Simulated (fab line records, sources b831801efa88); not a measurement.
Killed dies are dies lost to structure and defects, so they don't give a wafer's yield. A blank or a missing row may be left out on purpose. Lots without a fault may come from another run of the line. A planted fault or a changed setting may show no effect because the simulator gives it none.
fab line records | flow gf180mcu
record lots=5 wafers=23
route steps=602 shown V1@337 M2@378 M3@413 V3@451 M4@460 V4@476
start_h: hours from the record's first day to the start of the lot's first wafer shown | wait_h: hours since the lot's step before | " the same as in the row above | L1.1+2: a row that stands for several wafers | - no value, or no start given | * or withheld: withheld | < > ~ a bound
route shown NAME@n: a module of which the file shows steps, and the number in the route of the first | usual: mean/standard deviation of fault-free wafers | same: alike in all rows | chamber/n: place in a boat | sites: the reading at each site | _std_site: their standard deviation | _edge_site: outer sites' mean less inner sites' | radius_mm: how far each site lies from the wafer's centre | mask NAME#n: copy n | behind: the tool/chamber that last shaped the wafer | hold: why the lot was held/for how many hours/how that ended | device: the transistor (n, p or np) that didn't switch | end of line: the same wafers' tests at the end of the route | a step without rows: its recipe alone | killed: dies lost to structure and defects at the first sort, not the wafer's yield | map: a wafer's dies, x killed, . not, _ none there
set.NAME: the setting as run; set.NAME@STEP: as run at that earlier step | model.NAME: the simulator's own value behind a step, which no gauge read
lots whose settings were changed on purpose; a table a step, a row a wafer
## steps
# step GF_V1_CVD_02
# recipe material=SiO2 target_thk_nm=850 precursor=TEOS temp_c=400 time_s=94.851 rf_w=600
# columns lot.wafer tool chamber start_h wait_h set.time_s model.SiO2_of_V1_CVD_02.thk_nm
L074.1 pecvd-03 0 374.55 0.1 94.851 830.8
L074.2 " 2 " " 94.851 840.1
L074.3 " 1 " " 84.94 731.6
L074.5 " 2 " " 84.94 754.1
L074.6 " 0 " " 94.851 837.5
L076.1 pecvd-04 2 394.73 0.1 94.851 854.6
L076.3 " 1 " " 94.851 858.4
L076.6 " 0 " " 94.851 867.7
L080.1 pecvd-03 1 462.13 0.1 94.851 847.4
L080.2 " 0 " " 94.851 846.3
L080.3 " 2 " " 84.61 763.2
L080.4 " 2 " " 84.61 759.1
L080.5 " 1 " " 94.851 862.7
L082.1 pecvd-02 2 469.60 0.1 102.3 910.6
L082.2 " 0 " " 94.851 827.2
L082.3 " 1 " " 94.851 856.3
L082.4 " 0 " " 102.3 913.8
L082.6 " 2 " " 102.3 920
L083.1 pecvd-03 0 477.83 0.1 94.851 837.6
L083.3 " 1 " " 94.851 831.9
L083.4 " 2 " " 94.851 851.9
L083.5 " 1 " " 87.16 778.5
L083.6 " 0 " " 87.16 779.6
# step GF_V1_THK_MEAS_03
# recipe reads=SiO2_of_V1_CVD_02
# usual V1_CVD_02_THK=852/12
# columns lot.wafer tool chamber start_h wait_h set.time_s@V1_CVD_02 V1_CVD_02_THK[nm]
L074.1 film_metro-03 - 374.62 0.0 94.851 831
L074.2 " - " " 94.851 839
L074.3 " - " " 84.94 732
L074.5 " - " " 84.94 754
L074.6 " - " " 94.851 837
L076.1 film_metro-03 - 394.80 0.0 94.851 855
L076.3 " - " " 94.851 859
L076.6 " - " " 94.851 867
L080.1 film_metro-01 - 462.20 0.0 94.851 847
L080.2 " - " " 94.851 846
L080.3 " - " " 84.61 763
L080.4 " - " " 84.61 759
L080.5 " - " " 94.851 862
L082.1 film_metro-02 - 469.67 0.0 102.3 910
L082.2 " - " " 94.851 827
L082.3 " - " " 94.851 857
L082.4 " - " " 102.3 914
L082.6 " - " " 102.3 919
L083.1 film_metro-03 - 477.90 0.0 94.851 838
L083.3 " - " " 94.851 832
L083.4 " - " " 94.851 852
L083.5 " - " " 87.16 778
L083.6 " - " " 87.16 779
# step GF_V1_CMP_04
# recipe material=SiO2 down_force_psi=4 platen_rpm=60 pad_velocity_m_s=0.94248
# usual time_to_endpoint_s=82/5.6
# columns lot.wafer tool chamber start_h wait_h set.leave_above_ref_nm set.time_s@V1_CVD_02 time_to_endpoint_s model.SiO2_of_V1_CVD_02.thk_nm
L074.2 cmp-02 3 374.68 0.0 632.5 94.851 76 630.9
L074.3 " 0 " " 658.8 84.94 28 657.1
L074.1 " 2 " " 632.5 94.851 69 630.5
L074.5 " 3 " " 658.8 84.94 35 657.9
L074.6 " 0 " " 658.8 94.851 64 657.7
L076.3 cmp-01 2 394.86 0.0 632.5 94.851 84 631.9
L076.1 " 1 " " 632.5 94.851 77 630.7
L076.6 " 3 " " 632.5 94.851 92 632.2
L080.3 cmp-01 1 462.26 0.0 604.4 84.61 58 603.5
L080.2 " 2 " " 632.5 94.851 82 633.5
L080.4 " 3 " " 604.4 84.61 61 605.2
L080.1 " 0 " " 632.5 94.851 82 633.6
L080.5 " 2 " " 604.4 94.851 102 605.5
L082.4 cmp-01 3 469.73 0.0 632.5 102.3 105 632.7
L082.1 " 0 " " 588.7 102.3 121 588.6
L082.2 " 1 " " 588.7 94.851 87 587
L082.3 " 2 " " 588.7 94.851 102 588.4
L082.6 " 3 " " 632.5 102.3 106 632.3
L083.3 cmp-01 3 477.96 0.0 632.5 94.851 78 633.2
L083.1 " 1 " " 632.5 94.851 73 630.9
L083.4 " 2 " " 672.6 94.851 68 672.8
L083.5 " 3 " " 632.5 87.16 56 632.5
L083.6 " 0 " " 672.6 87.16 43 673.2
# step GF_V1_DEHYDRATE_06
# recipe temp_c=200 time_s=60
# step GF_V1_ETCH_16
# recipe chemistry=N2/H2 target_depth_a=withheld overetch_a=withheld time_s=withheld target=BARC ion_energy_ev=200 source_w=500 bias_w=100 pressure_mtorr=30 n2_flow_sccm=100 h2_flow_sccm=200
# step GF_V1_ETCH_17
# recipe chemistry=C4F8/O2/Ar mask_material=KrF target=SiO2 stop_on=TiN source_w=1500 bias_w=1200 pressure_mtorr=40 c4f8_flow_sccm=withheld O2_flow_sccm=6 Ar_flow_sccm=300 time_s=withheld target_depth_a=6300
# usual oes_product_au=0.856/0.0037
# columns lot.wafer tool chamber start_h wait_h set.leave_above_ref_nm@V1_CMP_04 oes_product_au model.V1.feature_depth_nm
L074.1 rie_diel-02 3 - - 632.5 0.851 630.5
L074.2 " 1 " " 632.5 0.855 630.9
L074.3 " 0 " " 658.8 0.882 657.1
L074.5 " 0 " " 658.8 0.880 657.9
L074.6 " 3 " " 658.8 0.875 657.7
L076.1 rie_diel-04 2 - - 632.5 0.861 630.7
L076.3 " 3 " " 632.5 0.856 631.9
L076.6 " 0 " " 632.5 0.849 632.2
L080.1 rie_diel-01 1 - - 632.5 0.858 633.6
L080.2 " 3 " " 632.5 0.858 633.5
L080.3 " 2 " " 604.4 0.837 603.5
L080.4 " 0 " " 604.4 0.833 605.2
L080.5 " 2 " " 604.4 0.837 605.5
L082.1 rie_diel-01 0 - - 588.7 0.831 588.6
L082.2 " 2 " " 588.7 0.819 587
L082.3 " 1 " " 588.7 0.824 588.4
L082.4 " 3 " " 632.5 0.852 632.7
L082.6 " 2 " " 632.5 0.857 632.3
L083.1 rie_diel-04 0 - - 632.5 0.853 630.9
L083.3 " 1 " " 632.5 0.858 633.2
L083.4 " 2 " " 672.6 0.892 672.8
L083.5 " 2 " " 632.5 0.852 632.5
L083.6 " 1 " " 672.6 0.882 673.2
# step GF_V1_SPUTTER_21
# recipe material=Ti target_thk_nm=15 chamber_pressure_pa=5 power_w=2500 substrate_temp_c=200 time_s=80.02
# columns lot.wafer tool chamber start_h wait_h set.power_w model.Ti_of_V1_SPUTTER_21.thk_nm
L074.1 pvd_sputter-04 - 398.21 0.0 2420 14.4
L074.2 " - " " 2420 14.67
L074.3 " - " " 2420 14.91
L074.5 " - " " 2500 15.29
L074.6 " - " " 2500 15.15
L076.1 pvd_sputter-04 - 419.61 0.0 2500 14.95
L076.3 " - " " 2500 14.63
L076.6 " - " " 2500 14.92
L080.1 pvd_sputter-02 - 487.17 0.0 2285 13.9
L080.2 " - " " 2500 15.19
L080.3 " - " " 2285 13.73
L080.4 " - " " 2500 15.1
L080.5 " - " " 2285 14.01
L082.1 pvd_sputter-03 - 495.36 0.0 2500 15.32
L082.2 " - " " 2500 15.55
L082.3 " - " " 2500 15.31
L082.4 " - " " 2500 15.05
L082.6 " - " " 2500 15.5
L083.1 pvd_sputter-03 - 503.44 0.0 2683 15.88
L083.3 " - " " 2500 14.67
L083.4 " - " " 2683 16.15
L083.5 " - " " 2500 14.79
L083.6 " - " " 2500 14.96
# step GF_M2_METAL_ETCH_16
# recipe chemistry=Cl2/BCl3 mask_material=KrF target_depth_nm=627.5 stop_on=SiO2 pressure_mtorr=8 icp_w=800 bias_w=140 Cl2_flow_sccm=80 bcl3_flow_sccm=40 time_s=104.6
# columns lot.wafer tool chamber start_h wait_h set.time_s model.KrF_of_M2_COAT_09.thk_nm
L074.1 rie_metal-04 1 422.47 0.0 104.6 729.9
L074.2 " 0 " " 104.6 735.1
L074.3 " 1 " " 94.74 754.5
L074.5 " 0 " " 104.6 730.4
L074.6 " 1 " " 94.74 754.7
L076.1 rie_metal-04 0 444.64 0.0 104.6 735.5
L076.3 " 0 " " 104.6 736.5
L076.6 " 0 " " 104.6 733.5
L080.1 rie_metal-04 0 511.97 0.0 104.6 735.7
L080.2 " 1 " " 104.6 737.4
L080.3 " 0 " " 104.6 733.2
L080.4 " 1 " " 104.6 738.2
L080.5 " 1 " " 104.6 731.3
L082.1+3 rie_metal-04 0 520.72 0.0 104.6 731.7
L082.2 " 1 " " 95.92 751.5
L082.4 " 1 " " 95.92 749.8
L082.6 " 1 " " 95.92 751.8
L083.1 rie_metal-02 0 527.97 0.0 117.3 -
L083.3 " 0 " " 104.6 743.6
L083.4 " 1 " " 117.3 700.6
L083.5 " 0 " " 104.6 -
L083.6 " 1 " " 117.3 701.8
# step GF_M2_STRIP_17
# recipe chemistry=O2/N2 power_w=1400 pressure_mtorr=1500 platen_temp_c=250 o2_flow_sccm=3000 n2_flow_sccm=300 overash_fraction=0.5
# usual strip_time_to_endpoint_s=7.87/0.041
# columns lot.wafer tool chamber start_h wait_h set.time_s@M2_METAL_ETCH_16 strip_time_to_endpoint_s
L074.1 plasma_asher-04 1 422.58 0.1 104.6 7.82
L074.2 " 0 " " 104.6 7.88
L074.3 " 0 " " 94.74 8.07
L074.5 " 1 " " 104.6 7.84
L074.6 " 0 " " 94.74 8.05
L076.1 plasma_asher-04 1 444.75 0.1 104.6 7.87
L076.3 " 1 " " 104.6 7.88
L076.6 " 1 " " 104.6 7.86
L080.1 plasma_asher-03 0 512.08 0.1 104.6 7.87
L080.2 " 1 " " 104.6 7.91
L080.3 " 1 " " 104.6 7.85
L080.4 " 0 " " 104.6 7.89
L080.5 " 1 " " 104.6 7.84
L082.1 plasma_asher-01 1 520.83 0.1 104.6 7.84
L082.2 " 0 " " 95.92 8.03
L082.3 " 0 " " 104.6 7.86
L082.4 " 1 " " 95.92 8.02
L082.6 " 0 " " 95.92 8.05
L083.1 plasma_asher-04 0 528.08 0.1 117.3 7.69
L083.3 " 0 " " 104.6 7.96
L083.4 " 1 " " 117.3 7.53
L083.5 " 1 " " 104.6 7.96
L083.6 " 0 " " 117.3 7.53
# step GF_M3_SPUTTER_04
# recipe material=TiN target_thk_nm=50 power_w=6500 time_s=41.7 chamber_pressure_pa=0.4
# columns lot.wafer tool chamber start_h wait_h set.time_s model.TiN_of_M3_SPUTTER_04.thk_nm
L074.1 pvd_sputter-02 - 449.76 0.0 41.7 50.73
L074.2 " - " " 41.7 50.22
L074.3 " - " " 41.7 50.99
L074.5 " - " " 41.7 50.52
L074.6 " - " " 41.7 50.94
L076.1 pvd_sputter-01 - 472.10 0.0 41.7 50.23
L076.3 " - " " 41.7 50.43
L076.6 " - " " 41.7 50.22
L080.1 pvd_sputter-03 - 538.10 0.0 43.99 52.55
L080.2 " - " " 41.7 49.89
L080.3 " - " " 41.7 49.16
L080.4 " - " " 43.99 52.34
L080.5 " - " " 41.7 49.53
L082.1 pvd_sputter-02 - 546.43 0.0 41.7 50.15
L082.2 " - " " 41.7 50.48
L082.3 " - " " 41.7 50.13
L082.4 " - " " 41.7 50.03
L082.6 " - " " 41.7 50.04
L083.1 pvd_sputter-01 - 553.45 0.0 41.7 51.08
L083.3 " - " " 41.7 50.34
L083.4 " - " " 36.09 44.52
L083.5 " - " " 36.09 44.22
L083.6 " - " " 36.09 44.36
# step GF_M3_METAL_ETCH_16
# recipe chemistry=Cl2/BCl3 mask_material=KrF target_depth_nm=627.5 stop_on=SiO2 pressure_mtorr=8 icp_w=800 bias_w=140 Cl2_flow_sccm=80 bcl3_flow_sccm=40 time_s=104.6
# usual oes_product_au=0.972/0.0064
# columns lot.wafer tool chamber start_h wait_h set.time_s oes_product_au model.M3.feature_depth_nm model.KrF_of_M3_COAT_09.thk_nm
L074.1 rie_metal-03 0 474.06 0.0 104.6 0.976 603.9 731.3
L074.2 " 1 " " 114 0.977 607.2 708.1
L074.3 " 0 " " 114 0.964 606.8 709.9
L074.5 " 1 " " 104.6 0.984 607.7 727.6
L074.6 " 0 " " 114 0.966 604.4 704.3
L076.1 rie_metal-02 0 496.59 0.0 104.6 0.976 599.6 736.7
L076.3 " 0 " " 104.6 0.957 594.5 736.6
L076.6 " 0 " " 104.6 0.971 596.8 736.4
L080.1 rie_metal-01 0 561.09 0.0 104.6 0.977 - -
L080.2 " 1 " " 93.28 0.997 556.7 759
L080.3 " 0 " " 104.6 0.980 599.1 732.6
L080.4 " 1 " " 93.28 0.991 - -
L080.5 " 0 " " 93.28 1.005 559.9 756.2
L082.1 rie_metal-03 0 568.61 0.0 91.17 1.003 550.8 767.7
L082.2 " 1 " " 104.6 0.980 607.4 734.5
L082.3 " 1 " " 104.6 0.971 604.1 739.7
L082.4 " 0 " " 104.6 0.973 607.8 734.6
L082.6 " 0 " " 91.17 1.011 549.6 769.6
L083.1 rie_metal-01 1 575.29 0.0 104.6 0.975 602 735.5
L083.3 " 0 " " 92.95 1.009 562 760.5
L083.4 " 1 " " 92.95 1.000 - -
L083.5 " 0 " " 104.6 0.963 - -
L083.6 " 1 " " 92.95 0.999 - -
# step GF_M3_STRIP_17
# recipe chemistry=O2/N2 power_w=1400 pressure_mtorr=1500 platen_temp_c=250 o2_flow_sccm=3000 n2_flow_sccm=300 overash_fraction=0.5
# usual strip_time_to_endpoint_s=7.87/0.036
# columns lot.wafer tool chamber start_h wait_h set.time_s@M3_METAL_ETCH_16 strip_time_to_endpoint_s
L074.1 plasma_asher-01 0 474.18 0.1 104.6 7.84
L074.2 " 1 " " 114 7.62
L074.3 " 1 " " 114 7.63
L074.5 " 0 " " 104.6 7.81
L074.6 " 1 " " 114 7.58
L076.1 plasma_asher-04 0 496.70 0.1 104.6 7.89
L076.3 " 1 " " 104.6 7.90
L076.6 " 0 " " 104.6 7.90
L080.1 plasma_asher-01 0 561.20 0.1 104.6 7.85
L080.2 " 1 " " 93.28 8.12
L080.3 " 1 " " 104.6 7.86
L080.4 " 0 " " 93.28 8.13
L080.5 " 0 " " 93.28 8.09
L082.1 plasma_asher-01 1 568.73 0.1 91.17 8.20
L082.2 " 0 " " 104.6 7.87
L082.3 " 1 " " 104.6 7.91
L082.4 " 0 " " 104.6 7.86
L082.6 " 0 " " 91.17 8.21
L083.1 plasma_asher-01 0 575.40 0.1 104.6 7.86
L083.3 " 1 " " 92.95 8.12
L083.4 " 0 " " 92.95 8.14
L083.5 " 0 " " 104.6 7.83
L083.6 " 1 " " 92.95 8.12
# step GF_V3_SPUTTER_22
# recipe material=TiN target_thk_nm=10 chamber_pressure_pa=5 power_w=4000 time_s=40
# columns lot.wafer tool chamber start_h wait_h set.chamber_pressure_pa model.TiN_of_V3_SPUTTER_22.thk_nm
L074.1 pvd_sputter-02 - 500.12 0.0 5 9.993
L074.2 " - " " 5 10.06
L074.3 " - " " 5 9.98
L074.5 " - " " 5 9.984
L074.6 " - " " 5 10.01
L076.1 pvd_sputter-03 - 522.79 0.0 5 10.43
L076.3 " - " " 5 10.34
L076.6 " - " " 5 10.32
L080.1 pvd_sputter-04 - 584.57 0.0 4.487 11.1
L080.2+5 " - " " 4.487 11.15
L080.3 " - " " 4.487 11.2
L080.4 " - " " 4.487 11.27
L082.1 pvd_sputter-03 - 592.65 0.0 5.27 9.689
L082.2 " - " " 5.27 9.547
L082.3 " - " " 5.27 9.696
L082.4 " - " " 5.27 9.629
L082.6 " - " " 5.27 9.553
L083.1 pvd_sputter-02 - 599.44 0.0 5 10.02
L083.3 " - " " 5 10.33
L083.4 " - " " 5 10.27
L083.5 " - " " 5 10.22
L083.6 " - " " 5 10.29
# step GF_M4_SPUTTER_04
# recipe material=TiN target_thk_nm=50 power_w=6500 time_s=41.7 chamber_pressure_pa=0.4
# columns lot.wafer tool chamber start_h wait_h set.power_w model.TiN_of_M4_SPUTTER_04.thk_nm
L074.1 pvd_sputter-04 - 500.93 0.0 6500 50.51
L074.2 " - " " 6500 50.91
L074.3 " - " " 6500 51.31
L074.5 " - " " 5892 46.23
L074.6 " - " " 5892 45.88
L076.1 pvd_sputter-04 - 523.61 0.0 6500 49.85
L076.3 " - " " 6500 50.47
L076.6 " - " " 6500 50.33
L080.1 pvd_sputter-01 - 585.39 0.0 6500 50.26
L080.2 " - " " 6907 52.74
L080.3 " - " " 6907 52.81
L080.4 " - " " 6500 50.07
L080.5 " - " " 6500 50.35
L082.1 pvd_sputter-01 - 593.46 0.0 6500 50.35
L082.2 " - " " 6281 48.11
L082.3 " - " " 6500 49.94
L082.4 " - " " 6281 47.13
L082.6 " - " " 6281 47.06
L083.1 pvd_sputter-01 - 600.25 0.0 7027 54.79
L083.3 " - " " 6500 50.23
L083.4 " - " " 7027 52.97
L083.5 " - " " 6500 50.01
L083.6 " - " " 6500 50.36
# step GF_V4_CVD_00
# recipe material=SiO2 target_thk_nm=600 sigma_open_frac=0.3 temp_c=400 time_s=100 sih4_flow_sccm=60 pressure_mtorr=6
# columns lot.wafer tool chamber start_h wait_h set.sih4_flow_sccm model.SiO2_of_V4_CVD_00.thk_nm
L074.1 hdpcvd-02 0 525.23 0.0 60 600.1
L074.2 " 1 " " 63.17 628.2
L074.3 " 2 " " 63.17 626
L074.5 " 1 " " 63.17 620.3
L074.6 " 0 " " 60 600.5
L076.1 hdpcvd-02 2 547.88 0.0 60 604.6
L076.3 " 1 " " 60 590.4
L076.6 " 0 " " 60 594.8
L080.1 hdpcvd-01 1 606.77 0.0 60 597.5
L080.2 " 2 " " 60 597.8
L080.3 " 0 " " 65.22 650.3
L080.4 " 0 " " 65.22 644.9
L080.5 " 2 " " 65.22 651.8
L082.1 hdpcvd-02 2 615.00 0.0 65.31 665.6
L082.2 " 0 " " 65.31 659.8
L082.3 " 1 " " 60 598.4
L082.4 " 0 " " 60 604.5
L082.6 " 1 " " 65.31 651.3
L083.1 hdpcvd-02 1 621.43 0.0 60 596.4
L083.3 " 2 " " 60 592.4
L083.4 " 1 " " 55.46 550.8
L083.5 " 2 " " 55.46 552.4
L083.6 " 0 " " 60 602.7
# step GF_V4_THK_MEAS_01
# recipe reads=SiO2_of_V4_CVD_00
# usual V4_CVD_00_THK=599/5.2
# columns lot.wafer tool chamber start_h wait_h set.sih4_flow_sccm@V4_CVD_00 V4_CVD_00_THK[nm]
L074.1 film_metro-02 - 525.30 0.0 60 600
L074.2 " - " " 63.17 628
L074.3 " - " " 63.17 626
L074.5 " - " " 63.17 620
L074.6 " - " " 60 600
L076.1 film_metro-03 - 547.95 0.0 60 605
L076.3 " - " " 60 590
L076.6 " - " " 60 595
L080.1 film_metro-02 - 606.85 0.0 60 597
L080.2 " - " " 60 597
L080.3 " - " " 65.22 650
L080.4 " - " " 65.22 644
L080.5 " - " " 65.22 652
L082.1 film_metro-03 - 615.08 0.0 65.31 666
L082.2 " - " " 65.31 660
L082.3 " - " " 60 598
L082.4 " - " " 60 604
L082.6 " - " " 65.31 652
L083.1 film_metro-03 - 621.51 0.0 60 597
L083.3 " - " " 60 593
L083.4 " - " " 55.46 551
L083.5 " - " " 55.46 553
L083.6 " - " " 60 603
# step GF_V4_COAT_09
# recipe resist=KrF spin_rpm=withheld resist_thk_nm=1000
# columns lot.wafer tool chamber start_h wait_h set.resist_thk_nm model.KrF_of_V4_COAT_09.thk_nm
L074.1 litho_track-01 0 - - 1000 1000
L074.2 " 0 " " 1000 998.2
L074.3+5 " 0 " " 1000 999.8
L074.6 " 0 " " 1000 997.3
L076.1 litho_track-04 0 - - 1000 1003
L076.3+6 " 0 " " 1000 1004
L080.1 litho_track-03 0 - - 1049 1055
L080.2+3 " 0 " " 1000 1004
L080.4 " 0 " " 1049 1058
L080.5 " 0 " " 1000 1007
L082.1+6 litho_track-04 0 - - 1000 1003
L082.2+3+4 " 0 " " 1000 1001
L083.1 litho_track-01 0 - - 1000 1001
L083.3 " 0 " " 966.1 965.9
L083.4 " 0 " " 1000 1003
L083.5 " 0 " " 966.1 966.9
L083.6 " 0 " " 1000 999
## key
split step=GF_V1_CVD_02 setting=time_s stated=94.851 by=wafer
response step=GF_V1_CVD_02 reading=model.SiO2_of_V1_CVD_02.thk_nm change=+8.57 per=1% r=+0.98
response step=GF_V1_THK_MEAS_03 reading=V1_CVD_02_THK change=+8.55 per=1% r=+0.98
response step=GF_V1_CMP_04 reading=time_to_endpoint_s change=* per=1% r=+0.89
split step=GF_V1_CMP_04 setting=leave_above_ref_nm stated=632.5 by=wafer
response step=GF_V1_CMP_04 reading=model.SiO2_of_V1_CVD_02.thk_nm change=+6.44 per=1% r=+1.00
response step=GF_V1_ETCH_17 reading=oes_product_au change=+0.00493 per=1% r=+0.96
response step=GF_V1_ETCH_17 reading=model.V1.feature_depth_nm change=+6.44 per=1% r=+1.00
split step=GF_V1_SPUTTER_21 setting=power_w stated=2500 by=wafer
response step=GF_V1_SPUTTER_21 reading=model.Ti_of_V1_SPUTTER_21.thk_nm change=+0.156 per=1% r=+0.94
split step=GF_M2_METAL_ETCH_16 setting=time_s stated=104.6 by=wafer
response step=GF_M2_METAL_ETCH_16 reading=model.KrF_of_M2_COAT_09.thk_nm change=-2.76 per=1% r=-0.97
response step=GF_M2_STRIP_17 reading=strip_time_to_endpoint_s change=* per=1% r=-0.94
split step=GF_M3_SPUTTER_04 setting=time_s stated=41.7 by=wafer
response step=GF_M3_SPUTTER_04 reading=model.TiN_of_M3_SPUTTER_04.thk_nm change=+0.48 per=1% r=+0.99
split step=GF_M3_METAL_ETCH_16 setting=time_s stated=104.6 by=wafer
response step=GF_M3_METAL_ETCH_16 reading=oes_product_au change=-0.00223 per=1% r=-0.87
response step=GF_M3_METAL_ETCH_16 reading=model.M3.feature_depth_nm change=+3.19 per=1% r=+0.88
response step=GF_M3_METAL_ETCH_16 reading=model.KrF_of_M3_COAT_09.thk_nm change=-2.43 per=1% r=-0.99
response step=GF_M3_STRIP_17 reading=strip_time_to_endpoint_s change=* per=1% r=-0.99
split step=GF_V3_SPUTTER_22 setting=chamber_pressure_pa stated=5 by=lot
response step=GF_V3_SPUTTER_22 reading=model.TiN_of_V3_SPUTTER_22.thk_nm change=-0.0988 per=1% r=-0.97
split step=GF_M4_SPUTTER_04 setting=power_w stated=6500 by=wafer
response step=GF_M4_SPUTTER_04 reading=model.TiN_of_M4_SPUTTER_04.thk_nm change=+0.492 per=1% r=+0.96
split step=GF_V4_CVD_00 setting=sih4_flow_sccm stated=60 by=wafer
response step=GF_V4_CVD_00 reading=model.SiO2_of_V4_CVD_00.thk_nm change=+5.98 per=1% r=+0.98
response step=GF_V4_THK_MEAS_01 reading=V4_CVD_00_THK change=+5.99 per=1% r=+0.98
split step=GF_V4_COAT_09 setting=resist_thk_nm stated=1000 by=wafer
response step=GF_V4_COAT_09 reading=model.KrF_of_V4_COAT_09.thk_nm change=+10.4 per=1% r=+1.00
